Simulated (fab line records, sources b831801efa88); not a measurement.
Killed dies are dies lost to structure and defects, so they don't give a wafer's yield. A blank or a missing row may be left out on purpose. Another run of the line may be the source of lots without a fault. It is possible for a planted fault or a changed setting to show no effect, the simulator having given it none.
Chamber matching :: flow gf180mcu :: GF_V1_CMP_26 on cmp-01: 4 sister chambers
The step polishes, stops on SiO2, t overpolish 15 s, target thk 0 nm. 7 wafers are shown with their chamber, then 7 later ones without.

WAFERS WITH THEIR CHAMBER
wafer: L872.4
chamber: 0
motorCurrentA (A): 12.9
timeToEndpointS (s): 73

wafer: L873.1
chamber: 1
motorCurrentA (A): 10.3
timeToEndpointS (s): 82

wafer: L878.3
chamber: 2
motorCurrentA (A): 12.3
timeToEndpointS (s): 83

wafer: L878.5
chamber: 2
motorCurrentA (A): 11.2
timeToEndpointS (s): 86

wafer: L878.6
chamber: 3
motorCurrentA (A): 10.3
timeToEndpointS (s): 80

wafer: L881.1
chamber: 1
motorCurrentA (A): 10.5
timeToEndpointS (s): 82

wafer: L881.3
chamber: 3
motorCurrentA (A): 10.1
timeToEndpointS (s): 82

WAFERS WHOSE CHAMBER IS MISSING
wafer: L881.5
motorCurrentA (A): 10.4
timeToEndpointS (s): 84

wafer: L882.2
motorCurrentA (A): 9.9
timeToEndpointS (s): 82

wafer: L882.4
motorCurrentA (A): 12.8
timeToEndpointS (s): 77

wafer: L882.5
motorCurrentA (A): 12.1
timeToEndpointS (s): 83

wafer: L885.1
motorCurrentA (A): 10.2
timeToEndpointS (s): 85

wafer: L885.3
motorCurrentA (A): 13.2
timeToEndpointS (s): 80

wafer: L885.4
motorCurrentA (A): 10.6
timeToEndpointS (s): 86

CHAMBER TAKEN BY EACH
wafer: L881.5
from the rows above: can't be placed: 1 or 3 or 2
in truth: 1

wafer: L882.2
from the rows above: can't be placed: 3 or 1
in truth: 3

wafer: L882.4
from the rows above: 0
in truth: 0

wafer: L882.5
from the rows above: 2
in truth: 2

wafer: L885.1
from the rows above: can't be placed: 1 or 3 or 2
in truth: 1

wafer: L885.3
from the rows above: can't be placed: 2 or 0 or 1
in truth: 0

wafer: L885.4
from the rows above: can't be placed: 2 or 1 or 3
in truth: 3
2 of 7 placed correctly. Cannot be placed on the basis of these rows: 5; the candidates contain the true chamber in 5. 0 placed wrongly.
How it was worked out, from the rows above alone: a wafer's distance from a chamber is the root of the sum, over the readings, of the square of ((its reading less the chamber's mean) divided by the reading's scatter). If the next closest chamber is less than 2 further off than the closest, the wafer can't be placed; otherwise it belongs to the closest. For every chamber, the mean is computed from those of its wafers that are shown. How the scatter is found: for the shown wafers, subtract from each reading the mean of its chamber, square and add these, divide the total by (wafers less chambers), then take the root.
